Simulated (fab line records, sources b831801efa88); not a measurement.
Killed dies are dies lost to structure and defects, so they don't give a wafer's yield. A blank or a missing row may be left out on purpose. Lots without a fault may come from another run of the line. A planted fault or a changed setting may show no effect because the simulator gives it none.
fab line records | flow gf180mcu
record lots=13 wafers=39 last_day=34
route steps=602 shown M1@319 V1@351 M2@366 V2@384
lots that met no fault: from a run of the same line without faults
start_h: hours from the record's first day to the start of the lot's first wafer shown | wait_h: hours since the lot's step before | " the same as in the row above | L1.1+2: a row that stands for several wafers | - no value, or no start given | * or withheld: withheld | < > ~ a bound
route shown NAME@n: a module of which the file shows steps, and the number in the route of the first | usual: mean/standard deviation of fault-free wafers | same: alike in all rows | chamber/n: place in a boat | sites: the reading at each site | _std_site: their standard deviation | _edge_site: outer sites' mean less inner sites' | radius_mm: how far each site lies from the wafer's centre | mask NAME#n: copy n | behind: the tool/chamber that last shaped the wafer | hold: why the lot was held/for how many hours/how that ended | device: the transistor (n, p or np) that didn't switch | end of line: the same wafers' tests at the end of the route | a step without rows: its recipe alone | killed: dies lost to structure and defects at the first sort, not the wafer's yield | map: a wafer's dies, x killed, . not, _ none there
set.NAME: the setting as run; set.NAME@STEP: as run at that earlier step | model.NAME: the simulator's own value behind a step, which no gauge read
steps of the route over a sample of lots; a table a step, a row a wafer
services: from which hour (start_h, from the record's first day; less than 0 if before it) a tool's chamber was out of use, for how many hours, and why
## steps
# step GF_M1_SPUTTER_04
# recipe material=TiN target_thk_nm=50 power_w=6500 time_s=41.7 chamber_pressure_pa=0.4
# usual throttle_valve_pct=30.3/1.1
# columns lot.wafer tool chamber start_h wait_h throttle_valve_pct
L553.4 pvd_sputter-03 - 362.73 0.0 28.9
L553.5 " - " " 29.0
L553.6 " - " " 31.3
L554.3 pvd_sputter-03 - 372.13 0.0 29.5
L554.5 " - " " 31.3
L554.6 " - " " 29.1
L556.1 pvd_sputter-01 - 399.52 0.0 31.6
L556.2 " - " " 31.8
L556.3 " - " " 29.3
L555.4 pvd_sputter-03 - 404.83 0.0 29.2
L555.5 " - " " 29.6
L555.6 " - " " 29.2
L560.2 pvd_sputter-01 - 444.52 0.0 30.4
L560.4 " - " " 31.7
L560.5 " - " " 29.3
L559.1 pvd_sputter-02 - 447.18 0.0 29.3
L559.4 " - " " 29.8
L559.6 " - " " 30.2
L562.2 pvd_sputter-01 - 466.67 0.0 29.3
L562.4 " - " " 31.7
L562.6 " - " " 30.6
L563.3 pvd_sputter-02 - 469.82 0.0 30.9
L563.4 " - " " 29.2
L563.5 " - " " 30.6
L565.4 pvd_sputter-03 - 481.56 0.0 29.7
L565.5 " - " " 31.5
L565.6 " - " " 29.2
L570.1 pvd_sputter-03 - 522.12 0.0 28.9
L570.4 " - " " 31.4
L570.5 " - " " 29.6
L571.4 pvd_sputter-01 - 531.18 0.0 28.8
L571.5 " - " " 29.2
L571.6 " - " " 32.2
L572.2 pvd_sputter-01 - 540.42 0.0 31.9
L572.4 " - " " 29.2
L572.5 " - " " 29.1
L575.1 pvd_sputter-03 - 559.38 0.0 29.6
L575.2 " - " " 28.9
L575.5 " - " " 29.8
# step GF_V1_ETCH_16
# recipe chemistry=N2/H2 target_depth_a=withheld overetch_a=withheld time_s=withheld target=BARC ion_energy_ev=200 source_w=500 bias_w=100 pressure_mtorr=30 n2_flow_sccm=100 h2_flow_sccm=200
# usual drypump_motor_current_A=5.8/0.41 oes_product_au=0.855/0.0047 throttle_valve_pct=13.225/0.0089
# columns lot.wafer tool chamber start_h wait_h drypump_motor_current_A oes_product_au throttle_valve_pct
L553.4 rie_diel-01 3 410.01 0.0 6.0 0.856 13.229
L553.5 " 0 " " 5.9 0.855 13.231
L553.6 " 1 " " 6.0 0.865 13.236
L554.3 rie_diel-02 2 419.77 0.0 5.7 0.856 13.214
L554.5 " 2 " " 5.8 0.861 13.219
L554.6 " 0 " " 6.4 0.862 13.217
L556.1 rie_diel-02 2 448.92 0.0 5.7 0.853 13.219
L556.2 " 0 " " 6.4 0.854 13.238
L556.3 " 3 " " 5.3 0.851 13.227
L555.4 rie_diel-03 3 454.92 0.0 5.0 0.858 13.224
L555.5 " 0 " " 6.0 0.859 13.220
L555.6 " 3 " " 4.9 0.858 13.228
L560.2 rie_diel-03 1 493.92 0.0 5.7 0.856 13.235
L560.4 " 3 " " 5.0 0.857 13.227
L560.5 " 2 " " 5.3 0.858 13.223
L559.1 rie_diel-01 2 497.13 0.0 5.8 0.851 13.226
L559.4 " 2 " " 5.8 0.856 13.225
L559.6 " 1 " " 5.9 0.861 13.224
L562.2 rie_diel-03 1 516.50 0.0 5.7 0.854 13.233
L562.4 " 0 " " 6.0 0.854 13.216
L562.6 " 3 " " 5.0 0.855 13.227
L563.3 rie_diel-01 2 519.10 0.0 5.8 0.858 13.216
L563.4 " 0 " " 6.0 0.863 13.226
L563.5 " 3 " " 6.0 0.861 13.231
L565.4 rie_diel-02 1 530.62 0.0 6.4 0.845 13.224
L565.5 " 3 " " 5.2 0.861 13.226
L565.6 " 2 " " 5.7 0.864 13.230
L570.1 rie_diel-03 1 569.16 0.0 5.7 0.856 13.233
L570.4 " 0 " " 6.0 0.854 13.221
L570.5 " 2 " " 5.3 0.854 13.224
L571.4 rie_diel-03 2 576.95 0.0 5.3 0.848 13.228
L571.5 " 0 " " 6.0 0.855 13.216
L571.6 " 1 " " 5.7 0.852 13.226
L572.2 rie_diel-01 1 585.80 0.0 5.9 0.855 13.219
L572.4 " 3 " " 6.0 0.854 13.230
L572.5 " 3 " " 6.0 0.845 13.231
L575.1 rie_diel-02 1 602.72 0.0 6.4 0.864 13.217
L575.2 " 3 " " 5.3 0.854 13.229
L575.5 " 0 " " 6.4 0.861 13.229
# step GF_M2_SPUTTER_04
# recipe material=TiN target_thk_nm=50 power_w=6500 time_s=41.7 chamber_pressure_pa=0.4
# usual throttle_valve_pct=30.1/1.1
# columns lot.wafer tool chamber start_h wait_h throttle_valve_pct
L553.4 pvd_sputter-03 - 411.60 0.0 31.2
L553.5 " - " " 29.3
L553.6 " - " " 29.2
L554.3 pvd_sputter-01 - 421.43 0.0 31.8
L554.5 " - " " 29.2
L554.6 " - " " 31.9
L556.1 pvd_sputter-03 - 450.46 0.0 28.8
L556.2 " - " " 31.3
L556.3 " - " " 29.6
L555.4 pvd_sputter-03 - 456.46 0.0 29.0
L555.5 " - " " 29.2
L555.6 " - " " 31.4
L560.2 pvd_sputter-01 - 495.46 0.0 29.1
L560.4 " - " " 30.7
L560.5 " - " " 31.9
L559.1 pvd_sputter-03 - 498.70 0.0 29.1
L559.4 " - " " 31.2
L559.6 " - " " 28.9
L562.2 pvd_sputter-01 - 518.05 0.0 29.1
L562.4 " - " " 30.4
L562.6 " - " " 31.6
L563.3 pvd_sputter-04 - 520.64 0.0 30.8
L563.4 " - " " 28.6
L563.5 " - " " 28.9
L565.4 pvd_sputter-01 - 532.24 0.0 30.7
L565.5 " - " " 29.4
L565.6 " - " " 31.9
L570.1 pvd_sputter-04 - 570.72 0.0 28.5
L570.4 " - " " 28.9
L570.5 " - " " 29.3
L571.4 pvd_sputter-04 - 578.52 0.0 28.2
L571.5 " - " " 29.2
L571.6 " - " " 30.9
L572.2 pvd_sputter-03 - 587.43 0.0 29.6
L572.4 " - " " 29.4
L572.5 " - " " 31.4
L575.1 pvd_sputter-01 - 604.60 0.0 29.2
L575.2 " - " " 32.1
L575.5 " - " " 31.9
# step GF_V2_CVD_02
# recipe material=SiO2 target_thk_nm=850 precursor=TEOS temp_c=400 time_s=94.851 rf_w=600
# usual heater_power_w=646/99
# columns lot.wafer tool chamber start_h wait_h heater_power_w
L553.4 pecvd-03 2 435.83 0.1 669
L553.5 " 1 " " 734
L553.6 " 0 " " 549
L554.3 pecvd-03 1 445.43 0.0 584
L554.5 " 0 " " 560
L554.6 " 2 " " 719
L556.1 pecvd-03 1 475.02 0.1 591
L556.2 " 2 " " 621
L556.3 " 0 " " 557
L555.4 pecvd-03 1 481.84 0.1 712
L555.5 " 0 " " 598
L555.6 " 2 " " 778
L560.2 pecvd-03 2 520.28 0.0 672
L560.4 " 2 " " 703
L560.5 " 1 " " 581
L559.1 pecvd-01 0 523.35 0.1 572
L559.4 " 1 " " 519
L559.6 " 2 " " 738
L562.2 pecvd-01 1 541.05 0.0 518
L562.4 " 0 " " 619
L562.6 " 1 " " 547
L563.3 pecvd-01 2 543.89 0.0 792
L563.4 " 0 " " 570
L563.5 " 1 " " 479
L565.4 pecvd-03 0 554.76 0.1 602
L565.5 " 1 " " 721
L565.6 " 2 " " 708
L570.1 pecvd-02 0 592.78 0.1 821
L570.4 " 1 " " 721
L570.5 " 0 " " 858
L571.4 pecvd-03 0 599.83 0.1 470
L571.5 " 1 " " 702
L571.6 " 2 " " 757
L572.2 pecvd-01 0 609.35 0.0 526
L572.4 " 1 " " 445
L572.5 " 2 " " 726
L575.1 pecvd-02 0 625.91 0.1 840
L575.2 " 2 " " 646
L575.5 " 2 " " 689
# step GF_V2_THK_MEAS_03
# recipe reads=SiO2_of_V2_CVD_02
# usual V2_CVD_02_THK=848/11
# columns lot.wafer tool chamber start_h wait_h V2_CVD_02_THK[nm]
L553.4 film_metro-04 - 435.90 0.0 854
L553.5 " - " " 836
L553.6 " - " " 862
L554.3 film_metro-03 - 445.52 0.1 837
L554.5 " - " " 863
L554.6 " - " " 857
L556.1 film_metro-01 - 475.09 0.0 837
L556.2 " - " " 836
L556.3 " - " " 838
L555.4 film_metro-01 - 481.90 0.0 849
L555.5 " - " " 860
L555.6 " - " " 865
L560.2 film_metro-01 - 520.36 0.0 848
L560.4 " - " " 852
L560.5 " - " " 858
L559.1 film_metro-04 - 523.42 0.0 830
L559.4 " - " " 844
L559.6 " - " " 842
L562.2 film_metro-03 - 541.13 0.0 831
L562.4 " - " " 852
L562.6 " - " " 847
L563.3 film_metro-04 - 543.98 0.1 833
L563.4 " - " " 838
L563.5 " - " " 836
L565.4 film_metro-01 - 554.83 0.0 872
L565.5 " - " " 854
L565.6 " - " " 860
L570.1 film_metro-01 - 592.85 0.0 834
L570.4 " - " " 850
L570.5 " - " " 838
L571.4 film_metro-03 - 599.90 0.0 349
L571.5 " - " " 856
L571.6 " - " " 847
L572.2 film_metro-03 - 609.43 0.0 830
L572.4 " - " " 857
L572.5 " - " " 841
L575.1 film_metro-04 - 625.98 0.0 847
L575.2 " - " " 842
L575.5 " - " " 856
# step GF_V2_CMP_04
# recipe material=SiO2 down_force_psi=4 platen_rpm=60 pad_velocity_m_s=0.94248
# usual motor_current_A=12.5/1.3 retaining_ring_pressure_frac=1.000/0.0047 slurry_flow_ml_min=150.1/0.43 time_to_endpoint_s=82/4.8
# columns lot.wafer tool chamber start_h wait_h motor_current_A retaining_ring_pressure_frac slurry_flow_ml_min time_to_endpoint_s
L553.4 cmp-02 1 436.03 0.1 14.7 1.005 150.1 86
L553.6 " 3 " " 12.8 0.997 149.6 85
L553.5 " 0 " " 10.4 0.998 150.0 81
L554.3 cmp-02 1 445.84 0.3 14.8 1.009 150.6 82
L554.6 " 3 " " 13.0 1.007 150.5 85
L554.5 " 0 " " 10.7 1.002 150.2 90
L556.1 cmp-02 2 475.15 0.1 12.7 0.997 150.8 77
L556.3 " 3 " " 13.0 1.002 149.4 76
L556.2 " 0 " " 10.8 0.998 149.6 79
L555.4 cmp-01 1 481.93 0.0 12.1 1.008 149.4 83
L555.5 " 1 " " 12.6 1.003 149.9 89
L555.6 " 2 " " 10.7 0.995 150.1 90
L560.4 cmp-02 2 520.41 0.0 12.7 1.008 150.1 85
L560.2 " 1 " " 15.3 0.997 150.1 88
L560.5 " 3 " " 13.7 1.002 150.1 83
L559.4 cmp-02 0 523.58 0.1 10.4 0.993 150.2 85
L559.1 " 1 " " 14.9 1.004 150.5 79
L559.6 " 2 " " 12.6 1.010 150.5 83
L562.2 cmp-02 3 541.23 0.1 12.1 0.985 150.0 73
L562.4 " 1 " " 15.0 0.999 150.4 85
L562.6 " 2 " " 12.6 1.004 149.2 83
L563.3 cmp-02 0 544.02 0.0 10.5 0.994 150.3 79
L563.4 " 3 " " 12.5 1.003 150.3 72
L563.5 " 1 " " 14.9 1.003 149.7 78
L565.4 cmp-01 1 555.14 0.3 11.2 1.001 149.3 92
L565.6 " 1 " " 11.7 1.003 149.9 86
L565.5 " 2 " " 10.4 1.000 150.0 82
L570.4 cmp-01 0 592.91 0.0 12.8 1.002 150.4 81
L570.1 " 3 " " 10.8 0.999 149.6 77
L570.5 " 1 " " 11.5 0.994 150.3 81
L571.4 cmp-01 2 600.03 0.1 11.0 1.001 150.7 19
L571.6 " 0 " " 12.2 0.995 150.4 78
L571.5 " 1 " " 12.2 0.994 149.8 79
L572.2 cmp-02 3 609.48 0.0 12.2 0.997 150.2 71
L572.4 " 2 " " 12.9 0.997 150.9 83
L572.5 " 3 " " 12.9 0.994 150.1 71
L575.2 cmp-02 2 626.09 0.1 11.8 0.997 150.6 80
L575.1 " 0 " " 11.5 1.004 150.9 81
L575.5 " 2 " " 12.6 0.996 149.5 85
# step GF_V2_ETCH_17
# recipe chemistry=C4F8/O2/Ar mask_material=KrF target=SiO2 stop_on=TiN source_w=1500 bias_w=1200 pressure_mtorr=40 c4f8_flow_sccm=withheld O2_flow_sccm=6 Ar_flow_sccm=300 time_s=withheld target_depth_a=6300
# usual oes_product_au=0.857/0.0049
# columns lot.wafer tool chamber start_h wait_h oes_product_au
L553.4 rie_diel-04 2 - - 0.851
L553.5 " 2 " " 0.858
L553.6 " 1 " " 0.858
L554.3 rie_diel-02 3 - - 0.856
L554.5 " 3 " " 0.856
L554.6 " 0 " " 0.863
L556.1 rie_diel-02 0 - - 0.868
L556.2 " 2 " " 0.858
L556.3 " 3 " " 0.849
L555.4 rie_diel-02 0 - - 0.857
L555.5 " 0 " " 0.858
L555.6 " 3 " " 0.857
L560.2 rie_diel-01 1 - - 0.857
L560.4 " 0 " " 0.848
L560.5 " 1 " " 0.861
L559.1 rie_diel-01 3 - - 0.856
L559.4 " 0 " " 0.858
L559.6 " 3 " " 0.860
L562.2 rie_diel-04 2 - - 0.852
L562.4 " 0 " " 0.862
L562.6 " 0 " " 0.871
L563.3 rie_diel-02 0 - - 0.860
L563.4 " 2 " " 0.850
L563.5 " 3 " " 0.852
L565.4 rie_diel-01 0 - - 0.853
L565.5 " 3 " " 0.865
L565.6 " 2 " " 0.852
L570.1 rie_diel-04 0 - - 0.856
L570.4 " 1 " " 0.864
L570.5 " 2 " " 0.862
L571.4 rie_diel-01 3 - - 0.646
L571.5 " 1 " " 0.865
L571.6 " 2 " " 0.863
L572.2 rie_diel-01 2 - - 0.855
L572.4 " 1 " " 0.857
L572.5 " 1 " " 0.858
L575.1 rie_diel-02 1 - - 0.860
L575.2 " 2 " " 0.866
L575.5 " 3 " " 0.858
## services
# columns tool chamber start_h hours kind
rie_diel-01 3 347.84 10.9 repair
rie_diel-02 - 364.97 2.8 pm
rie_diel-02 0 372.98 8.1 repair
rie_diel-02 2 383.98 2.6 repair
cmp-02 - 389.79 3.3 pm
cmp-02 - 404.23 4.0 pm
pvd_sputter-01 - 405.16 5.3 repair
cmp-02 - 407.11 0.5 repair
rie_diel-01 2 415.38 5.5 repair
cmp-02 - 428.32 0.6 repair
rie_diel-01 - 445.10 15.6 pm
rie_diel-01 2 467.43 7.8 repair
rie_diel-01 1 467.82 1.2 repair
rie_diel-02 1 467.93 3.2 repair
rie_diel-02 3 492.78 1.9 repair
rie_diel-01 0 494.27 4.1 repair
pvd_sputter-03 - 536.65 5.2 repair
rie_diel-02 - 545.08 0.6 repair
rie_diel-01 3 558.17 1.8 repair
pvd_sputter-01 - 584.88 11.2 repair
rie_diel-02 - 586.09 0.2 repair
pvd_sputter-03 - 598.22 2.1 repair
pvd_sputter-01 - 637.10 4.1 repair
rie_diel-01 3 639.60 5.4 repair
## key
first_sign step=GF_V2_THK_MEAS_03 reading=V2_CVD_02_THK direction=down sigmas=46 usual=848 struck=349
effect step=GF_V2_CMP_04 reading=time_to_endpoint_s direction=down sigmas=13 usual=* struck=*
effect step=GF_V2_ETCH_17 reading=oes_product_au direction=down sigmas=43 usual=0.857 struck=0.646
met_at GF_V2_CVD_02
struck_lots L571
struck_wafers L571.4
sort_left_out L571.4
not_acting_at GF_M1_SPUTTER_04,GF_V1_ETCH_16,GF_M2_SPUTTER_04
onset_between 554.76 599.83
fault kind=process_parameter_drift tool=pecvd-03 chamber=- onset_h=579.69 steps=GF_V2_CVD_02 channel=target_thk_nm offset=-511.87 shape=step end_h=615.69 scope=struck_wafers_only acts_in=these_recipes_only stated=850
# sort_left_out: the simulated sort isn't trusted on such a fault, so these wafers' sort isn't shown, and their yield isn't known
